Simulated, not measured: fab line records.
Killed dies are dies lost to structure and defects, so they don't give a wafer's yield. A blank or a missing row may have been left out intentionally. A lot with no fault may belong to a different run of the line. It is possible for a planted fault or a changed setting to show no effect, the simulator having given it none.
Matching of chambers ; flow sky130 ; SKY_VIA4_CMP_21 on cmp-02 has 4 sister chambers
The step polishes, stops on SiO2, t overpolish 25 s, target thk 0 nm. 7 wafers are shown with their chamber, then 8 later ones without.

## WAFERS, EACH WITH ITS CHAMBER
wafer;chamber;motor_current_A (A);time_to_endpoint_s (s)
L844.3;1;12.3;128
L846.3;2;10.4;127
L846.6;0;10.6;123
L854.1;3;9.6;124
L854.2;0;10.5;121
L854.6;3;10.0;115
L858.1;2;10.7;122

## WAFERS WITH NO CHAMBER GIVEN
wafer;motor_current_A (A);time_to_endpoint_s (s)
L858.2;12.5;121
L858.4;10.0;115
L861.2;10.9;118
L861.5;12.3;118
L861.6;10.6;104
L860.2;12.7;122
L860.4;9.7;117
L860.6;10.3;125

## CHAMBER TAKEN BY EACH
wafer;from the rows above;in truth
L858.2;1;1
L858.4;can't be placed: 3 or 0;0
L861.2;can't be placed: 0 or 2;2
L861.5;1;1
L861.6;can't be placed: 0 or 2 or 3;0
L860.2;1;1
L860.4;3;3
L860.6;can't be placed: 2 or 0 or 3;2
4 of 8 placed correctly. These rows do not allow placing 4 (true chamber among the candidates in 4). Placed wrongly: 0.
How it was worked out, from the rows above alone: a wafer's distance from a chamber is the root of the sum, over the readings, of the square of ((its reading less the chamber's mean) divided by the reading's scatter). If the next closest chamber is less than 2 further off than the closest, the wafer can't be placed; otherwise it belongs to the closest. For every chamber, the mean is computed from those of its wafers that are shown. The scatter: the root of (the sum of the squares of (reading less its chamber's mean) over the shown wafers, divided by (wafers less chambers)).
